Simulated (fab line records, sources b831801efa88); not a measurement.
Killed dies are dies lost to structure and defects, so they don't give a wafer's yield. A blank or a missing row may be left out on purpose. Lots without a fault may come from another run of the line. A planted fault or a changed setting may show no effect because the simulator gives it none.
A struck lot beside a sound one | flow sky130 | 16 steps out of a route of 708
Sound: wafers L960.1, L960.4, L960.6. Struck: wafers L964.1, L964.2, L964.4. The cause comes at the end.
At each step with rows: each side's tool, then ch and its chambers, then its first start. Under that, the readings that differ: sound wafers | struck wafers | difference of the means | sigmas: that difference in standard deviations of wafers without a fault.
alike: readings whose means differ by less than 2 such deviations, and words and numbers that are the same on both sides. not compared: withheld readings, readings that some wafer has no value for, bounds like >300 that may hide the same value, and numbers for which the record gives no deviation and whose values overlap.
The two part at a step that has a row with sigmas, a row that says differs or no value, or rows on one side only. Numbers that don't overlap but have no deviation are shown without sigmas and don't part them. A reading that every wafer of one side lacks parts them only if that side has two wafers or more.

SKY_GATE_OXIDE_TW_MEAS_14:
  sound on film_metro-03, day 17 22:49; struck on film_metro-02, day 19 08:45
  alike: GATE_OXIDE_TW
then, 3 steps without rows for these wafers: SKY_GATE_OXIDE_CLEAN_15 (cleans in SC1/SC2, time 150 s); SKY_GATE_OXIDE_OXIDATION_16 (stabilise 600 s, purge 300 s, target thk 3.57 nm); SKY_POLY_GATE_CVD_00 (deposits poly-Si, target thk 180 nm, time 720 s).
SKY_POLY_GATE_THK_MEAS_01:
  sound on film_metro-04, day 18 01:40; struck on film_metro-01, day 19 12:27
  alike: POLY_GATE_CVD_00_THK
then, 7 steps without rows for these wafers: SKY_RES_PROTECT_DEHYDRATE_00 (time 60 s); SKY_RES_PROTECT_HMDS_01 (prime time 60 s); SKY_RES_PROTECT_COAT_02 (resist thk 1140 nm); SKY_RES_PROTECT_SOFTBAKE_03 (time 60 s); SKY_RES_PROTECT_EXPOSE_04 (exposes mask RPM, target cd 1270 nm); SKY_RES_PROTECT_PEB_05; SKY_RES_PROTECT_DEVELOP_06 (develop time 60 s).
SKY_POLY_GATE_IMPLANT_02:
  sound on implanter-03 ch 0, day 19 07:25; struck on implanter-03 ch 0, day 20 19:34
  reading                          | sound                         | struck                        | difference | sigmas
  beam_on_s (s)                    | 37.7 39.5 38.2                | 15.2 15.6 15.5                | -23.0      | -14
  dose_ions_cm2                    | 7.692e+15 7.687e+15 7.697e+15 | 3.217e+15 3.212e+15 3.208e+15 | -4.480e+15 | -99 or more
  end_station_pressure_torr (Torr) | 1e-05 1.03e-05 1.06e-05       | 1.19e-05 1.31e-05 1.23e-05    | +2.13e-06  | +3
SKY_RES_PROTECT_STRIP_07: strips in O2/N2.
  sound on plasma_asher-03 ch 0,1, day 19 07:34; struck on plasma_asher-04 ch 0,1, day 20 19:43
  reading                      | sound             | struck            | difference | sigmas
  oes_product_au (a.u.)        | 0.516 0.521 0.518 | 0.562 0.562 0.560 | +0.043     | +9
  strip_time_to_endpoint_s (s) | 23.32 23.33 23.37 | 19.82 19.81 19.81 | -3.53      | -86
  alike: drypump_motor_current_A
  not compared: rf_hours_counter_h
SKY_RES_PROTECT_TW_MEAS_08:
  sound on film_metro-04, day 19 07:40; struck on film_metro-03, day 20 20:03
  reading      | sound          | struck         | difference | sigmas
  POLY_GATE_TW | 4084 4077 4101 | 3755 3726 3733 | -349       | -10
  not compared: hold
-- the record jumps here: 29 days lie between the struck wafers' starts before and after (it left off in module RES_PROTECT and takes up again in module PAD_OPEN, whose first step shown is number 708 of the route) --
SKY_PAD_OPEN_PROBE_99:
  sound on prober-01, day 48 16:48; struck on prober-01, day 49 14:58
  reading                                   | sound             | struck            | difference | sigmas
  model.etest.res_poly.line_ohm_um          | 531.2 500.4 536.1 | 1316 1464 1273    | +828       |
  model.etest.licon_poly.rc_ohm             | 147.4 148.5 148.3 | 727.3 736.1 726.4 | +581.9     |
  model.etest.res_poly.rs_ohm_sq            | 48.15 47.93 48.22 | 122.7 126.7 121.6 | +75.6      |
  model.etest.nfet_01v8.r_on_ohm_um         | 820.3 840.5 816.8 | 845.9 841.7 866.9 | +25.6      |
  model.etest.nfet_01v8_lvt.drive_ua_um     | 569.2 568.2 576.6 | 563.4 558.5 550.4 | -13.9      |
  model.etest.nfet_01v8_swapped.drive_ua_um | 509.1 498.1 510.3 | 492.1 492.5 479   | -18.0      |
  model.etest.nfet_01v8_turned.drive_ua_um  | 504.4 501.9 511.8 | 494.6 491 478.3   | -18.1      |
  model.etest.nfet_01v8.drive_ua_um         | 501.8 495.4 512.5 | 494.1 489.1 479.8 | -15.6      |
  alike: killed_at_M0_to_M3, killed_at_M4_up, killed_at_contacts, killed_at_front_end, killed_at_other, killed_dies, killed_open, killed_short

WHERE THEY PART
First at SKY_POLY_GATE_IMPLANT_02; last, within this record, at SKY_RES_PROTECT_TW_MEAS_08. Later steps at which nothing parts them and some readings are alike: SKY_PAD_OPEN_PROBE_99.

WHY: what the simulator had put in
Process parameter drift: implanter-03, from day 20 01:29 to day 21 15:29, at SKY_POLY_GATE_IMPLANT_02. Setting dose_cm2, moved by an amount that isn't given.
